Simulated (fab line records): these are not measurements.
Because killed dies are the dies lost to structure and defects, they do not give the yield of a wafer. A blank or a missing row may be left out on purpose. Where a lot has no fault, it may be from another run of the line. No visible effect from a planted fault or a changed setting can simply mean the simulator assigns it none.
The tool behind it: which one? -- flow sky130 -- 11 lots, 31 wafers sampled, at 6 steps of a route of 708

WHAT THE GAUGES SHOWED, per wafer
SKY_METAL1_OVL_MEAS_16. Usual: METAL1_OVL gives 1 nm (standard deviation 6.1).
lot,measured,on,METAL1_OVL (nm),flag
L668,day 33 06:37,overlay-02,7 2 4,
L669,day 33 09:21,overlay-02,-2 -3 -4,
L673,day 34 21:56,overlay-01,-12 -1 2,
L675,day 35 19:09,overlay-01,-1 7 0,
L676,day 35 20:05,overlay-01,-1 -9 -12,
L677,day 36 03:57,overlay-01,-5 -4 -8,
L678,day 36 09:26,overlay-02,1 8 -5,
L684,day 38 06:13,overlay-02,0 1,
L687,day 39 01:38,overlay-02,3 10,
L688,day 39 10:21,overlay-01,1 0 4,
L689,day 39 12:05,overlay-02,4 10 9,

SKY_METAL2_RS_MEAS_05: measures by four-point-probe. Usual: METAL2_ALCU_RS gives 0.1269 ohm/sq (standard deviation 0.0015).
lot,measured,on,METAL2_ALCU_RS (ohm/sq),flag
L668,day 34 12:56,film metro-01,0.1282 0.1284 0.1247,
L669,day 34 15:20,film metro-03,0.1220 0.1266 0.1255,
L673,day 36 02:55,film metro-03,0.1279 0.1263 0.1254,
L675,day 37 00:17,film metro-03,0.1253 0.1251 0.1237,
L676,day 37 01:07,film metro-03,0.1281 0.1267 0.1267,
L677,day 37 08:22,film metro-03,0.1262 0.1276 0.1279,
L678,day 37 13:39,film metro-01,0.1284 0.1274 0.1266,
L684,day 39 10:22,film metro-01,0.1268 0.1328,
L687,day 40 04:53,film metro-01,0.1329 0.1275,
L688,day 40 14:38,film metro-04,0.1287 0.1288 0.1356,
L689,day 40 16:58,film metro-03,0.1276 0.1272 0.1272,

SKY_METAL2_THK_MEAS_06: measures by xrf. Usual: METAL2_ALCU_THK gives 247.9 nm (standard deviation 3).
lot,measured,on,METAL2_ALCU_THK (nm),flag
L668,day 34 13:01,film metro-01,249.3 249.0 251.9,
L669,day 34 15:26,film metro-03,254.8 245.2 249.5,
L673,day 36 03:02,film metro-03,242.3 250.9 249.8,
L675,day 37 00:23,film metro-03,248.0 250.7 251.5,
L676,day 37 01:14,film metro-03,243.8 244.1 246.8,
L677,day 37 08:28,film metro-03,248.0 244.1 244.1,
L678,day 37 13:46,film metro-01,247.1 250.1 250.4,
L684,day 39 10:27,film metro-01,247.1 238.3,
L687,day 40 05:00,film metro-01,237.6 245.2,
L688,day 40 14:44,film metro-04,244.9 244.9 233.2,
L689,day 40 17:05,film metro-03,247.4 246.4 246.1,

SKY_VIA2_THK_MEAS_23: measures by xrf. Usual: VIA2_W_THK gives 403 nm (standard deviation 5.6).
lot,measured,on,VIA2_W_THK (nm),flag
L668,day 36 18:58,film metro-01,392 396 399,
L669,day 36 22:16,film metro-02,394 403 396,
L673,day 38 09:43,film metro-01,403 403 402,
L675,day 39 05:50,film metro-01,403 402 402,
L676,day 39 07:35,film metro-04,396 400 395,
L677,day 39 15:16,film metro-04,407 404 403,
L678,day 39 20:36,film metro-01,399 400 399,
L684,day 41 14:29,film metro-02,412 408,
L687,day 42 09:13,film metro-02,395 392,
L688,day 42 16:52,film metro-01,414 415 416,
L689,day 42 21:05,film metro-04,408 400 398,

EACH LOT AND THE TOOL THAT RAN IT (in order: tool; ch and the chambers of the sampled wafers; start)
lot,SKY_CONTACT_STRIP_19,SKY_METAL2_SPUTTER_02
L668,"plasma asher-03 ch 0,1, day 31 23:14","pvd sputter-01, day 34 12:47"
L669,"plasma asher-04 ch 0,1, day 32 04:35","pvd sputter-01, day 34 15:13"
L673,"plasma asher-02 ch 0,1, day 33 18:03","pvd sputter-01, day 36 02:50"
L675,"plasma asher-03 ch 0,1, day 34 15:16","pvd sputter-01, day 37 00:09"
L676,"plasma asher-04 ch 0,1, day 34 16:33","pvd sputter-01, day 37 01:02"
L677,"plasma asher-03 ch 0,1, day 35 00:05","pvd sputter-01, day 37 08:13"
L678,"plasma asher-03 ch 0,1, day 35 05:55","pvd sputter-01, day 37 13:34"
L684,"plasma asher-03 ch 0,1, day 37 02:26","pvd sputter-01, day 39 10:13"
L687,"plasma asher-03 ch 0, day 37 22:22","pvd sputter-01, day 40 04:47"
L688,"plasma asher-04 ch 0,1, day 38 07:03","pvd sputter-01, day 40 14:29"
L689,"plasma asher-02 ch 0,1, day 38 09:13","pvd sputter-04, day 40 16:52"
- SKY_CONTACT_STRIP_19: strips in O2/N2.
- SKY_METAL2_SPUTTER_02: material AlCu, target thk 250 nm, time 13.3 s.

WHAT THE TOOLS THEMSELVES READ (means of the sampled wafers that have a number; where no wafer has one, the mark that the record gives instead)
SKY_CONTACT_STRIP_19. Usual: chamber pressure mTorr 1499.9 mTorr, standard deviation 1.4; drypump motor current A 5.6 A, standard deviation 0.46; oes product au 0.381 a.u., standard deviation 0.005; strip time to endpoint s 3.62 s, standard deviation 0.035.
lot,tool,chamber pressure mTorr (mTorr),drypump motor current A (A),oes product au (a.u.),strip time to endpoint s (s),flag
L668,plasma asher-03,1499.0,5.7,0.379,3.66,
L669,plasma asher-04,1501.6,5.3,0.383,3.63,
L673,plasma asher-02,1499.6,5.4,0.381,3.63,
L675,plasma asher-03,1499.3,5.7,0.381,3.62,
L676,plasma asher-04,1499.6,5.3,0.378,3.61,
L677,plasma asher-03,1501.4,5.7,0.380,3.63,
L678,plasma asher-03,1500.2,6.1,0.378,3.62,
L684,plasma asher-03,1499.2,5.8,0.377,3.65,
L687,plasma asher-03,1500.1,6.5,0.385,3.63,
L688,plasma asher-04,1501.3,5.3,0.379,3.64,
L689,plasma asher-02,1500.0,5.5,0.380,3.61,

SKY_METAL2_SPUTTER_02. Usual: 30.0 % for throttle valve pct, sd 1.
lot,tool,throttle valve pct (%),flag
L668,pvd sputter-01,30.0,
L669,pvd sputter-01,29.9,
L673,pvd sputter-01,29.8,
L675,pvd sputter-01,29.6,
L676,pvd sputter-01,30.0,
L677,pvd sputter-01,30.0,
L678,pvd sputter-01,30.0,
L684,pvd sputter-01,28.7,
L687,pvd sputter-01,30.0,
L688,pvd sputter-01,29.3,
L689,pvd sputter-04,31.5,

THE ANSWER, worked out from the rows above alone
Rule: a lot is off if the mean of its wafers that have a number lies more than 3 standard deviations from the usual mean. A lot without any number at a reading at which 4 lots or more have one is off too. The other lots that the step has rows for count as sound. Order of review: gauges by route order, followed by the tools' own readings, for which a lot's mean as printed above is used. At the first step where some lot is off, the reading lying furthest off is the one used; lots without a number count as furthest.
No lot is off on any of the readings shown, so nothing can be concluded from this.

WHAT WAS PUT IN BY THE SIMULATOR
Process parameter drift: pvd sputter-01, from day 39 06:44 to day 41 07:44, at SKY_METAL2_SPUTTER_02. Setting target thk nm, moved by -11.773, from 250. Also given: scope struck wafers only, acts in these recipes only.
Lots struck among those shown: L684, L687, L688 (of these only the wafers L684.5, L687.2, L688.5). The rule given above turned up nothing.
